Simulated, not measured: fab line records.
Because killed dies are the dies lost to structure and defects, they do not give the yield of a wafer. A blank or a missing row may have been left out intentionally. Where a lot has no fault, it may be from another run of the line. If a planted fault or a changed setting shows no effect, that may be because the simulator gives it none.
Shared-tool check + flow sky130 + 12 lots, 36 wafers sampled

## WHAT PROMPTED THE OPENING
SKY_VT_ADJUST_LVTN_TW_MEAS_21, reading VT_ADJUST_LVTN_2_TW: flagged on 2 of 12 lots. Fault-free wafers read 189.6, with a standard deviation of 1.3.
Rule: flag the lot when none of its wafers has a number, or when each of its wafers that has one lies beyond 4 standard deviations from that mean. The rest of the lots are taken to be sound.

| lot  | measured     | on            | VT_ADJUST_LVTN_2_TW, wafer by wafer | flag    |
|------|--------------|---------------|-------------------------------------|---------|
| L715 | day 8 05:16  | film metro-02 | 190.5 190.5 189.7                   |         |
| L716 | day 8 08:03  | film metro-04 | 190.3 188.7 191.3                   |         |
| L717 | day 8 12:38  | film metro-04 | 190.8 190.0 191.8                   |         |
| L718 | day 8 16:29  | film metro-02 | 190.9 190.9 190.5                   |         |
| L719 | day 8 23:14  | film metro-03 | 188.5 189.4 188.6                   |         |
| L723 | day 10 05:21 | film metro-04 | 207.2 208.6 208.0                   | FLAGGED |
| L725 | day 10 18:53 | film metro-04 | 208.4 206.9 207.9                   | FLAGGED |
| L729 | day 11 23:25 | film metro-02 | 190.3 191.3 191.2                   |         |
| L731 | day 12 14:14 | film metro-03 | 188.0 188.1 188.4                   |         |
| L733 | day 13 01:43 | film metro-03 | 187.3 186.9 187.8                   |         |
| L734 | day 13 09:41 | film metro-02 | 192.0 190.6 191.3                   |         |
| L735 | day 13 20:07 | film metro-04 | 188.1 189.4 188.3                   |         |
On average the flagged lots' numbers are 207.8, which is +18.2 against the usual, or +14 standard deviations.

## LOT BY LOT: THE TOOL USED
The record holds 1 process step before the reading, out of a route of 708 steps. Every cell lists first the tool, next ch and the chambers used by the sampled wafers, and last the start.
| lot  | flag    | SKY_VT_ADJUST_LVTN_IMPLANT_19   |
|------|---------|---------------------------------|
| L715 |         | implanter-02 ch 0, day 8 05:02  |
| L716 |         | implanter-03 ch 0, day 8 07:48  |
| L717 |         | implanter-01 ch 0, day 8 12:24  |
| L718 |         | implanter-01 ch 0, day 8 16:14  |
| L719 |         | implanter-01 ch 0, day 8 22:59  |
| L723 | FLAGGED | implanter-01 ch 0, day 10 05:07 |
| L725 | FLAGGED | implanter-01 ch 0, day 10 18:41 |
| L729 |         | implanter-03 ch 0, day 11 23:11 |
| L731 |         | implanter-03 ch 0, day 12 14:02 |
| L733 |         | implanter-01 ch 0, day 13 01:30 |
| L734 |         | implanter-02 ch 0, day 13 09:27 |
| L735 |         | implanter-01 ch 0, day 13 19:53 |
What the steps here do:
- SKY_VT_ADJUST_LVTN_IMPLANT_19
- SKY_VT_ADJUST_LVTN_TW_MEAS_21

## FLAGGED AGAINST TOTAL, ONE TOOL AT A TIME (gauges that did the reading follow at the end)
| step                          | tool          | lots run | flagged | share of the flagged lots | sound lots run after its first flagged lot |
|-------------------------------|---------------|----------|---------|---------------------------|--------------------------------------------|
| SKY_VT_ADJUST_LVTN_IMPLANT_19 | implanter-01  | 7        | 2       | all                       | 2 (L733,L735)                              |
| SKY_VT_ADJUST_LVTN_IMPLANT_19 | implanter-02  | 2        | 0       | none                      | -                                          |
| SKY_VT_ADJUST_LVTN_IMPLANT_19 | implanter-03  | 3        | 0       | none                      | -                                          |
| SKY_VT_ADJUST_LVTN_TW_MEAS_21 | film metro-02 | 4        | 0       | none                      | -                                          |
| SKY_VT_ADJUST_LVTN_TW_MEAS_21 | film metro-03 | 3        | 0       | none                      | -                                          |
| SKY_VT_ADJUST_LVTN_TW_MEAS_21 | film metro-04 | 5        | 2       | all                       | 1 (L735)                                   |

## WHAT IS ALLOWED BY THE TABLE
In 2 table rows, all flagged lots were run: implanter-01 (SKY_VT_ADJUST_LVTN_IMPLANT_19), film metro-04 (SKY_VT_ADJUST_LVTN_TW_MEAS_21).
- implanter-01 at SKY_VT_ADJUST_LVTN_IMPLANT_19 ran 7 lots, 2 of them flagged. Sound lots ran on it after the first flagged one (L733, L735), which a lasting fault on the whole tool wouldn't allow. Its own readings (dose ions cm2, faraday current uA) fall more than 4 standard deviations out on all wafers of the flagged lots.
- film metro-04 at SKY_VT_ADJUST_LVTN_TW_MEAS_21 ran 5 lots, 2 of them flagged. Sound lots ran on it after the first flagged one (L735), which a lasting fault on the whole tool wouldn't allow.
No row of the table ran every flagged lot and no sound lot after the first.

## WHAT HAD BEEN PUT IN BY THE SIMULATOR
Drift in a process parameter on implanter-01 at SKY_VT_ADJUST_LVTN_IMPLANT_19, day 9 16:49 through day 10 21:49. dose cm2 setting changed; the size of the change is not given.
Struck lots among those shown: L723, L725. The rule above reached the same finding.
